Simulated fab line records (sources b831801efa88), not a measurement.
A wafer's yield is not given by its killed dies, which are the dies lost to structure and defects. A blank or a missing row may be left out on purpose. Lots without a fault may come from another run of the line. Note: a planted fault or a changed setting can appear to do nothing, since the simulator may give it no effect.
Struck lot and sound lot, side by side + flow gf180mcu + 14 out of 602 route steps
Sound: these wafers, L583.3, L583.4, L583.5. Wafers struck: L575.1, L575.2, L575.4. The cause is named last.
For every step that has rows: the tool of each side, followed by ch and its chambers, followed by its first start. Under that, the readings that differ: sound wafers + struck wafers + difference of the means + sigmas: that difference in standard deviations of wafers without a fault.
alike: readings whose means differ by less than 2 such deviations, and words and numbers that are the same on both sides. not compared: withheld readings, readings that some wafer has no value for, bounds like >300 that may hide the same value, and numbers for which the record gives no deviation and whose values overlap.
The two part at a step that has a row with sigmas, a row that says differs or no value, or rows on one side only. Numbers that don't overlap but have no deviation are shown without sigmas and don't part them. A reading that every wafer of one side lacks parts them only if that side has two wafers or more.

GF_V2_CMP_26: polishes, stops on SiO2, t overpolish 15 s, target thk 0 nm.
  sound on cmp-01 ch 1,3, day 26 17:58; struck on cmp-02 ch 0,2,3, day 24 07:31
  alike: edge-zone-pressure-frac, motor-current-A, overpolish-run-s, time-to-endpoint-s
GF_M3_SPUTTER_00: material Ti, target thk 37.5 nm, time 150 s.
  sound: pvd-sputter-01 at day 26 18:16; struck: pvd-sputter-01 at day 24 07:49
  alike: throttle-valve-pct
then, 1 step without rows for these wafers: GF_M3_SPUTTER_01 (material TiN, target thk 30 nm, time 25 s).
GF_M3_SPUTTER_02: material AlCu, target thk 450 nm, time 23.9 s.
  sound: pvd-sputter-01 at day 26 18:23; struck: pvd-sputter-01 at day 24 07:56
  alike: throttle-valve-pct
GF_M3_SPUTTER_03: material Ti, target thk 10 nm, time 6.7 s.
  sound: pvd-sputter-01 at day 26 18:25; struck: pvd-sputter-01 at day 24 07:58
  alike: throttle-valve-pct
GF_M3_SPUTTER_04: material TiN, target thk 50 nm, time 41.7 s.
  sound: pvd-sputter-01 at day 26 18:26; struck: pvd-sputter-01 at day 24 07:59
  alike: throttle-valve-pct
GF_M3_RS_MEAS_05: the measuring method here is four-point-probe.
  sound: film-metro-04 at day 26 18:31; struck: film-metro-01 at day 24 08:02
  alike: M3_ALCU_RS
GF_M3_THK_MEAS_06: measures by xrf.
  sound: film-metro-04 at day 26 18:37; struck: film-metro-01 at day 24 08:09
  alike: M3_ALCU_THK
then, 4 steps without rows for these wafers: GF_M3_DEHYDRATE_07 (time 60 s); GF_M3_HMDS_08 (prime time 60 s); GF_M3_COAT_09 (resist thk 1000 nm); GF_M3_SOFTBAKE_10 (time 60 s).
GF_M3_EXPOSE_11: exposes mask Metal3, target cd 280 nm.
  struck on krf-scanner-01, day 24 19:02; sound on krf-scanner-01 ch 0, day 27 05:02
  no value came back on the struck wafers for exposure-dose-mJ-cm2, focus-offset-nm (nm); on the sound wafers exposure-dose-mJ-cm2 reads 28.012 28.029 27.988
  alike: mask
then, 1 step without rows for these wafers: GF_M3_PEB_12 (peb time 90 s).

WHERE THEY PART
Only at GF_M3_EXPOSE_11, within this record.

WHY: what had been put in by the simulator
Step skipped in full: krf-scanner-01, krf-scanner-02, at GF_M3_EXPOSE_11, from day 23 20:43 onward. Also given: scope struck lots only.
